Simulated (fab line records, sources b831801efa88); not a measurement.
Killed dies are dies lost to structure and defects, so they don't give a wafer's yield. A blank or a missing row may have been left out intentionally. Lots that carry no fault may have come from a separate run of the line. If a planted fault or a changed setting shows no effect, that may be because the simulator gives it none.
Split-lot trial    flow sfq line    on a route of 325 steps: 5 lots, 23 wafers read

## THE SPLIT ITSELF
At SFQ_TRILAYER_I0_VIA_LITHO_PEB_034 (peb time 60 s), the setting peb temp c was moved away from the recipe's 115 C on 4 of the 23 wafers read, by -1.1% to +2.0%. The other wafers ran this setting at the recipe's value.

## FROM SPLIT TO READING: 1 step shown by the file between the two
- SFQ_TRILAYER_I0_VIA_LITHO_DEVELOP_033: time 60 s

## THE READING
I0.cd nm (the simulator's own value, which no gauge read), in nm, at SFQ_TRILAYER_I0_VIA_BARC_OPEN_VIA_ETCH_046 (etches BARC in O2, target depth 125 nm, time 41.7 s). The file gives no usual value for it. The 19 wafers here that ran the recipe average 499.5 nm, standard deviation 1.1 nm.

wafer   tool, chamber at the split  peb temp c as run, C  against the recipe  I0.cd nm, nm  against lot-mates on the recipe
L074.1  litho track-03, 0           115                   recipe              498.5         -
L074.5  litho track-03, 0           115                   recipe              498.2         -
L074.6  litho track-03, 0           115                   recipe              499           -
L076.1  litho track-01, 0           115                   recipe              499.7         -
L076.2  litho track-01, 0           115                   recipe              499.4         -
L076.4  litho track-01, 0           115                   recipe              501           -
L076.5  litho track-01, 0           115                   recipe              502.2         -
L076.6  litho track-01, 0           115                   recipe              499.1         -
L077.2  litho track-03, 0           113.7                 -1.1%               474.9         -24.1
L077.3  litho track-03, 0           113.7                 -1.1%               474.8         -24.2
L077.4  litho track-03, 0           115                   recipe              499.1         -
L077.5  litho track-03, 0           115                   recipe              498.9         -
L077.6  litho track-03, 0           115                   recipe              498.9         -
L081.1  litho track-01, 0           117.3                 +2.0%               540           +39.5
L081.2  litho track-01, 0           115                   recipe              500.5         -
L081.3  litho track-01, 0           115                   recipe              500.9         -
L081.4  litho track-01, 0           117.3                 +2.0%               539.6         +39.1
L081.5  litho track-01, 0           115                   recipe              500.2         -
L083.1  litho track-02, 0           115                   recipe              498.1         -
L083.2  litho track-02, 0           115                   recipe              500.7         -
L083.4  litho track-02, 0           115                   recipe              498.2         -
L083.5  litho track-02, 0           115                   recipe              499.2         -
L083.6  litho track-02, 0           115                   recipe              499.5         -

THE FIT
A straight line over all 23 wafers: I0.cd nm changes by +20.6 nm for each +1% of peb temp c; r = +1.00; the points scatter about the line by 1.1 nm.
The same after taking each lot's own level away (the mean of its wafers on the recipe; 23 wafers): +20.1 nm for each +1%; r = +1.00; scatter 0.89 nm.
According to that fit, moving peb temp c by its largest amount changes the reading by 40 nm.
The span of the lots' own levels, 498.57 to 500.53 nm, comes to 1.8 times the standard deviation stated above.
Consequently the slope shifts little with the lot-to-lot level, the two slopes agreeing.
Check: +40.3 nm against its lot-mates is what the line predicts for one of the wafers moved furthest among these (+2.0%) when that wafer is left out of the fit. It came out at +39.5 nm against them.

## ADDITIONAL SPLITS CARRIED BY THESE WAFERS
These wafers also went through other splits before the reading. Each is held against what the fit with the lots' levels taken away leaves over:
other split on the same wafers                  wafers away from the commonest value  r with I0.cd nm (lot level and that fit taken away)
SFQ_TRILAYER_L0_DEP_SPUTTER_003 time s          12                                    -0.38
SFQ_TRILAYER_L0_LITHO_COAT_005 resist thk nm    8                                     +0.32
SFQ_TRILAYER_L0_VIA_LITHO_PEB_016 peb time s    7                                     -0.02
SFQ_TRILAYER_L0_VIA_ETCH_VIA_ETCH_016 bias w    2                                     +0.21
SFQ_TRILAYER_M0_DEP_SPUTTER_019 time s          6                                     -0.14
SFQ_TRILAYER_M0_ETCH_METAL_ETCH_024 time s      5                                     +0.24
SFQ_TRILAYER_I0_CMP_CMP_028 leave above ref nm  8                                     +0.06

## FILE'S OWN FIT
I0.cd nm changes by +20.1 nm for each +1% of peb temp c, r = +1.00.
